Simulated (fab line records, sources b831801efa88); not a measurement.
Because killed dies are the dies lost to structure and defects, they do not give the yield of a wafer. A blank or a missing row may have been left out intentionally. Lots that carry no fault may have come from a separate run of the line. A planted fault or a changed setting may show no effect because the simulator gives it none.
Code-filled problem report in 8D (eight disciplines) form / flow sky130 / the parts of the form that need people (team, actions taken, sign-off) are left out

1. THE ISSUE
killed at other at SKY_PAD_OPEN_PROBE_99 reads a mean of 35.0 on 6 wafers of 2 lots; wafers without a fault read 0.4 with a standard deviation of 0.67. That is +52 standard deviations from the usual mean.
Seen first at day 48 16:34 on prober-01, wafer L984.1. At this step, 6 wafers from 2 lots have a number in the record. Rule for "out" (also "out of limits"): further than 4 standard deviations from the usual mean. The rest of the wafers with a number are treated as sound.

2. WHAT IT IS, WHAT IT ISN'T
question=which readings at this step; is=killed at other; is not=killed_at_M0_to_M3, killed_at_M4_up, killed at front end, killed open, killed short, sort_bin_6_memory
question=which lots; is=L983, L984; is not=-
question=which wafers of those lots; is=all that have a number; is not=-
question=read on which tools; is=prober-01, prober-02; is not=-
question=when; is=from day 48 16:34; is not=up to then (0 sound wafers)

3. THE SUSPECTS, EACH WITH WHAT RULES IT OUT
Counting: a tool at a process step up to the reading stays a suspect if it ran every lot that is out and no sound lot after the first of them.
- pvd sputter-04 at SKY_CAPM_SPUTTER_02 (material TiN, target thk 200 nm, time 166.7 s): kept. It ran every lot that is out, first L984 (day 39 23:39), and no sound lot after that.
Left after counting: pvd sputter-04 at SKY_CAPM_SPUTTER_02.

4. THE CAUSE (what the simulator had put in)
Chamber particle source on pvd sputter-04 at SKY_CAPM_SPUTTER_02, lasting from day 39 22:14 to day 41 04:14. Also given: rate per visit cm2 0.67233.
This tool alone remained once counting was done.

5. THE CHAIN OF EFFECTS, in route order
Each row: a reading where the mean over the struck wafers with a number is more than 3 standard deviations away from the usual. Only readings for which the record gives a usual standard deviation are gone through. hours: the time from each lot's start at the first step in this table that gives one to its start at this step, as a median over the lots. sigmas: the change in usual standard deviations.
hours=0; step=SKY_PAD_OPEN_PROBE_99; reading=defect limited yield; usual=82.6 %; on struck wafers=75.7; change=-6.9; sigmas=-3.6
hours=0; step=SKY_PAD_OPEN_PROBE_99; reading=killed at other; usual=0.4; on struck wafers=35.0; change=+34.6; sigmas=+52
hours=0; step=SKY_PAD_OPEN_PROBE_99; reading=killed dies; usual=86; on struck wafers=120; change=+34; sigmas=+3.6
hours=0; step=SKY_PAD_OPEN_PROBE_99; reading=sort_bin_3_pad_short; usual=0.8 %; on struck wafers=2.2; change=+1.4; sigmas=+3.5
hours=0; step=SKY_PAD_OPEN_PROBE_99; reading=sort_bin_5_function; usual=10.2 %; on struck wafers=15.3; change=+5.1; sigmas=+3.9
hours=0; step=SKY_PAD_OPEN_PROBE_99; reading=sort n pass; usual=406; on struck wafers=372; change=-34; sigmas=-3.6
hours=0; step=SKY_PAD_OPEN_PROBE_99; reading=sort yield pct; usual=82.6 %; on struck wafers=75.7; change=-6.9; sigmas=-3.6
Process steps it contains:
- SKY_PAD_OPEN_PROBE_99

6. HOW IT WOULD HAVE BEEN CAUGHT EARLIER
In this record the first reading out of limits was taken at day 48 16:34, 210 hours after the fault began at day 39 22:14.
Of the tool readings at SKY_CAPM_SPUTTER_02 for which the record gives a usual standard deviation, none was out on any struck wafer, so an alarm limit of 4 standard deviations on them would not have fired.
Each of the lots that are out, 2 in all, had begun SKY_CAPM_SPUTTER_02 on pvd sputter-04 no later than day 48 16:34. Tool hold at that time: it would have spared none of them.
